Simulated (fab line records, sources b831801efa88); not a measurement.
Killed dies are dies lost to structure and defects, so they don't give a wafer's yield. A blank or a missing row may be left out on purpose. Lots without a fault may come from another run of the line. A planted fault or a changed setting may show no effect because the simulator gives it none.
Tool commonality check | flow gf180mcu | 13 lots, 39 wafers sampled

WHY IT WAS OPENED
At GF_LVPWELL_TW_MEAS_11 the reading LVPWELL_TW is flagged on 1 of 13 lots. Wafers without a fault read 558, standard deviation 3.7.
Rule: a lot is flagged when every wafer of it that has a number lies more than 4 standard deviations from that mean, or none has a number. The other lots count as sound.

lot  | measured    | on            | LVPWELL_TW, wafer by wafer | flag
L115 | day 4 00:50 | film_metro-03 | 550 554 552                |
L116 | day 4 03:48 | film_metro-04 | 559 559 562                |
L117 | day 4 07:55 | film_metro-03 | 555 549 555                |
L118 | day 4 14:25 | film_metro-02 | 227 220 224                | FLAGGED
L120 | day 5 00:52 | film_metro-03 | 554 552 553                |
L128 | day 6 22:21 | film_metro-02 | 560 561 559                |
L129 | day 7 04:27 | film_metro-04 | 562 562 560                |
L130 | day 7 10:16 | film_metro-04 | 561 560 562                |
L133 | day 8 01:22 | film_metro-02 | 557 556 554                |
L134 | day 8 07:38 | film_metro-04 | 562 565 563                |
L135 | day 8 15:17 | film_metro-02 | 560 559 555                |
L136 | day 8 20:50 | film_metro-04 | 564 564 565                |
L138 | day 9 06:51 | film_metro-02 | 559 557 558                |
The numbers of the flagged lots are 224 on average: -334 against the usual, or -90 standard deviations.

WHICH TOOL RAN EACH LOT
The record holds 3 process steps before the reading, out of a route of 602 steps. In each cell: the tool, then ch and the chambers that the sampled wafers went through, then the start.
lot  | flag    | GF_STI_STRIP_15                     | GF_NWELL_STRIP_10                   | GF_LVPWELL_STRIP_10
L115 |         | plasma_asher-01 ch 0,1, day 2 03:26 | plasma_asher-03 ch 0,1, day 3 11:14 | plasma_asher-03 ch 0,1, day 4 00:44
L116 |         | plasma_asher-01 ch 0,1, day 2 08:08 | plasma_asher-04 ch 0,1, day 3 14:18 | plasma_asher-03 ch 0,1, day 4 03:41
L117 |         | plasma_asher-02 ch 0,1, day 2 11:23 | plasma_asher-04 ch 0,1, day 3 18:40 | plasma_asher-02 ch 0,1, day 4 07:50
L118 | FLAGGED | plasma_asher-02 ch 0,1, day 2 16:47 | plasma_asher-02 ch 0,1, day 4 00:18 | plasma_asher-03 ch 0,1, day 4 14:19
L120 |         | plasma_asher-02 ch 0,1, day 3 03:59 | plasma_asher-04 ch 0,1, day 4 10:53 | plasma_asher-03 ch 0,1, day 5 00:46
L128 |         | plasma_asher-01 ch 0,1, day 4 21:29 | plasma_asher-02 ch 0,1, day 6 07:05 | plasma_asher-03 ch 0,1, day 6 22:15
L129 |         | plasma_asher-02 ch 0,1, day 5 02:08 | plasma_asher-02 ch 0, day 6 13:15   | plasma_asher-03 ch 0,1, day 7 04:20
L130 |         | plasma_asher-02 ch 0,1, day 5 06:32 | plasma_asher-02 ch 0,1, day 6 17:50 | plasma_asher-01 ch 0,1, day 7 10:09
L133 |         | plasma_asher-02 ch 0,1, day 5 22:29 | plasma_asher-02 ch 0,1, day 7 09:03 | plasma_asher-02 ch 0,1, day 8 01:15
L134 |         | plasma_asher-02 ch 0,1, day 6 03:08 | plasma_asher-04 ch 0,1, day 7 15:09 | plasma_asher-03 ch 0,1, day 8 07:32
L135 |         | plasma_asher-01 ch 0,1, day 6 09:14 | plasma_asher-02 ch 0,1, day 7 22:55 | plasma_asher-03 ch 0, day 8 15:11
L136 |         | plasma_asher-04 ch 0,1, day 6 15:35 | plasma_asher-02 ch 0,1, day 8 03:48 | plasma_asher-02 ch 0,1, day 8 20:44
L138 |         | plasma_asher-01 ch 0,1, day 7 00:07 | plasma_asher-02 ch 0,1, day 8 13:11 | plasma_asher-03 ch 1, day 9 06:44
What these steps do:
- GF_STI_STRIP_15: strips in O2/N2.
- GF_NWELL_STRIP_10: strips in O2/N2.
- GF_LVPWELL_STRIP_10: strips in O2/N2.
- GF_LVPWELL_TW_MEAS_11

FLAGGED OVER TOTAL, TOOL BY TOOL (the gauges that took the reading come last)
step                  | tool            | lots run | flagged | share of the flagged lots | sound lots run after its first flagged lot
GF_STI_STRIP_15       | plasma_asher-01 | 5        | 0       | none                      | -
GF_STI_STRIP_15       | plasma_asher-02 | 7        | 1       | all                       | 5 (L120,L129,L130,L133,L134)
GF_STI_STRIP_15       | plasma_asher-04 | 1        | 0       | none                      | -
GF_NWELL_STRIP_10     | plasma_asher-02 | 8        | 1       | all                       | 7 (L128,L129,L130,L133,L135,L136,L138)
GF_NWELL_STRIP_10     | plasma_asher-03 | 1        | 0       | none                      | -
GF_NWELL_STRIP_10     | plasma_asher-04 | 4        | 0       | none                      | -
GF_LVPWELL_STRIP_10   | plasma_asher-01 | 1        | 0       | none                      | -
GF_LVPWELL_STRIP_10   | plasma_asher-02 | 3        | 0       | none                      | -
GF_LVPWELL_STRIP_10   | plasma_asher-03 | 9        | 1       | all                       | 6 (L120,L128,L129,L134,L135,L138)
GF_LVPWELL_TW_MEAS_11 | film_metro-02   | 5        | 1       | all                       | 4 (L128,L133,L135,L138)
GF_LVPWELL_TW_MEAS_11 | film_metro-03   | 3        | 0       | none                      | -
GF_LVPWELL_TW_MEAS_11 | film_metro-04   | 5        | 0       | none                      | -

WHAT THE TABLE ALLOWS
4 rows of the table ran every flagged lot: plasma_asher-02 at GF_STI_STRIP_15, plasma_asher-02 at GF_NWELL_STRIP_10, plasma_asher-03 at GF_LVPWELL_STRIP_10, film_metro-02 at GF_LVPWELL_TW_MEAS_11.
- plasma_asher-02 at GF_STI_STRIP_15: 1 of its 7 lots flagged. Sound lots ran on it after the first flagged one (L120, L129, L130, L133, L134), which a lasting fault on the whole tool wouldn't allow.
- plasma_asher-02 at GF_NWELL_STRIP_10: 1 of its 8 lots flagged. Sound lots ran on it after the first flagged one (L128, L129, L130, L133, L135, L136, L138), which a lasting fault on the whole tool wouldn't allow. Its own readings lie more than 4 standard deviations out on every wafer of the flagged lots: oes_product_au.
- plasma_asher-03 at GF_LVPWELL_STRIP_10: 1 of its 9 lots flagged. Sound lots ran on it after the first flagged one (L120, L128, L129, L134, L135, L138), which a lasting fault on the whole tool wouldn't allow. Its own readings lie more than 4 standard deviations out on every wafer of the flagged lots: strip_time_to_endpoint_s.
- film_metro-02 at GF_LVPWELL_TW_MEAS_11: 1 of its 5 lots flagged. Sound lots ran on it after the first flagged one (L128, L133, L135, L138), which a lasting fault on the whole tool wouldn't allow.
No row of the table ran every flagged lot and no sound lot after the first.

WHAT THE SIMULATOR HAD PUT IN
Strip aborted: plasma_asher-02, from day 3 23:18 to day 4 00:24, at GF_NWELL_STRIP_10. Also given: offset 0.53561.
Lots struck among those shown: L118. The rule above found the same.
